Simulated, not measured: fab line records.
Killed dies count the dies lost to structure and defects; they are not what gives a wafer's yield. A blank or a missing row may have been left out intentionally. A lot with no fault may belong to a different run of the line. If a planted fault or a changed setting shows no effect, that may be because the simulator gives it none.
A struck lot beside a sound one ; flow sky130 ; 16 out of 708 route steps
Sound: the wafers L950.2, L950.3, L950.4. Struck: wafers L946.1, L946.4 (left out: L946.6, a lot-mate that was not struck); the cause follows at the end.
Order at every step that has rows: each side's tool, ch and its chambers, its first start. Under that, the readings that differ: sound wafers ; struck wafers ; difference of the means ; sigmas: that difference in standard deviations of wafers without a fault.
alike: same words and numbers on both sides, and readings whose means sit less than 2 such deviations apart. not compared: any withheld reading, any reading some wafer has no value for, any bound like >300 that may hide the same value, and any number with overlapping values for which the record gives no deviation.
Wherever a step has rows on one side only, a row that says differs or no value, or a row with sigmas, the two part there. When numbers do not overlap yet have no deviation, they are printed without sigmas and do not part them. A reading that every wafer of one side lacks parts them only if that side has two wafers or more.

first, 2 steps without rows for these wafers: SKY_METAL4_PEB_11; SKY_METAL4_DEVELOP_12 (develop time 60 s).
SKY_METAL4_CD_MEAS_13 targets a cd of 300 nm.
  sound on cdSem-01 at day 46 12:04; struck on cdSem-02 at day 45 08:54
reading;sound;struck;difference;sigmas
cdNm (nm);299.5 298.1 300.9;302.2 302.9;+3.0;+2
SKY_METAL4_OVL_MEAS_14:
  sound on overlay-02 at day 46 12:11; struck on overlay-02 at day 45 09:01
  alike: METAL4_OVL
SKY_METAL4_DESCUM_15: chemistry O2, time 8 s.
  sound on rieMetal-02 ch 0,1, day 46 12:13; struck on rieMetal-04 ch 0,1, day 45 09:04
  alike: chamberPressureMTorr, drypumpMotorCurrentA, oesProductAu
  not compared: rfHoursCounterH
SKY_METAL4_ETCH_16: etches BARC in N2/H2, stops on SiO2, time 88.2 s, target depth 60 nm.
  sound on rieMetal-02 ch 0,1, day 46 12:14; struck on rieMetal-04 ch 0,1, day 45 09:05
  alike: chamberPressureMTorr, drypumpMotorCurrentA, n2FlowSccm, oesProductAu, throttleValvePct
  not compared: rfHoursCounterH
SKY_METAL4_ETCH_17: etches SiO2 in C4F8/O2/Ar, stops on TiN, time 3.9 s, target depth 15 nm.
  sound on rieDiel-04 ch 0,1,3, day 46 12:20; struck on rieDiel-04 ch 2,3, day 45 09:11
  alike: chamberPressureMTorr, oesProductAu
  not compared: rfHoursCounterH
SKY_METAL4_METAL_ETCH_18: etches the open film in Cl2/BCl3, stops on SiO2, target depth 845 nm, time 183.1 s.
  sound on rieMetal-01 ch 0,1, day 46 12:22; struck on rieMetal-02 ch 1, day 45 09:13
  alike: chamberPressureMTorr, drypumpMotorCurrentA, oesProductAu, throttleValvePct
  not compared: rfHoursCounterH
SKY_METAL4_STRIP_19: strips in O2/N2.
  sound on plasmaAsher-03 ch 0,1, day 46 12:32; struck on plasmaAsher-01 ch 0,1, day 45 09:23
reading;sound;struck;difference;sigmas
chamberPressureMTorr (mTorr);1502.4 1500.2 1500.9;1496.5 1500.2;-2.8;-2
  alike: drypumpMotorCurrentA, n2FlowSccm, oesProductAu, stripTimeToEndpointS
  not compared: rfHoursCounterH
then, 3 steps without rows for these wafers: SKY_METAL4_STRIP_20 (strips in post etch residue remover, time 1200 s); SKY_METAL4_CLEAN_21 (cleans in IPA, time 180 s); SKY_METAL4_CLEAN_22 (cleans in O3/DIW).
SKY_VIA4_HDPCVD_00: deposits SiO2, target thk 1750 nm, time 291.7 s.
  sound on hdpcvd-01 ch 0,1, day 46 13:08; struck on hdpcvd-02 ch 0,1, day 45 09:59
reading;sound;struck;difference;sigmas
model.SiO2_of_VIA4_HDPCVD_00.thkNm (nm);1747 1759 1750;1198 1198;-554;
SKY_VIA4_THK_MEAS_01:
  sound on filmMetro-01 at day 46 13:19; struck on filmMetro-01 at day 45 10:10
reading;sound;struck;difference;sigmas
VIA4_HDPCVD_THK (nm);1747 1760 1750;1197 1197;-555;-33
then, 1 step without rows for these wafers: SKY_VIA4_CMP_02 (polishes SiO2).
-- the record jumps here: 4 days lie between the struck wafers' starts before and after (it left off in module VIA4 and takes up again in module PAD_OPEN, whose first step shown is number 708 of the route) --
SKY_PAD_OPEN_PROBE_99:
  sound on prober-02 at day 49 21:35; struck on prober-02 at day 48 22:32
reading;sound;struck;difference;sigmas
model.etest.tester.sortNPass;388 413 388;252 215;-163;
model.etest.tester.sortYieldPct (%);78.86 83.94 78.86;51.22 43.7;-33.09;
model.etest.tester.sort_bin_3_pct (%);0.6098 0 2.439;34.76 40.04;+36.38;
model.etest.met5Comb.leakLog10AUm;-12.07 -12.1 -11.99;-6.961 -6.984;+5.081;
model.etest.tester.sort_bin_8_pct (%);0 0 0;0.0003549 0.0001135;+0.0002342;
  alike: defectLimitedYield, killed_at_M0_to_M3, killed_at_M4_up, killedAtContacts, killedAtFrontEnd, killedAtOther, killedDies, killedOpen, killedShort

== WHERE THEY PART ==
Earliest at SKY_METAL4_CD_MEAS_13; latest, in this record, at SKY_VIA4_THK_MEAS_01. Later steps at which nothing parts them and some readings are alike: SKY_PAD_OPEN_PROBE_99.

WHY: the cause the simulator had injected
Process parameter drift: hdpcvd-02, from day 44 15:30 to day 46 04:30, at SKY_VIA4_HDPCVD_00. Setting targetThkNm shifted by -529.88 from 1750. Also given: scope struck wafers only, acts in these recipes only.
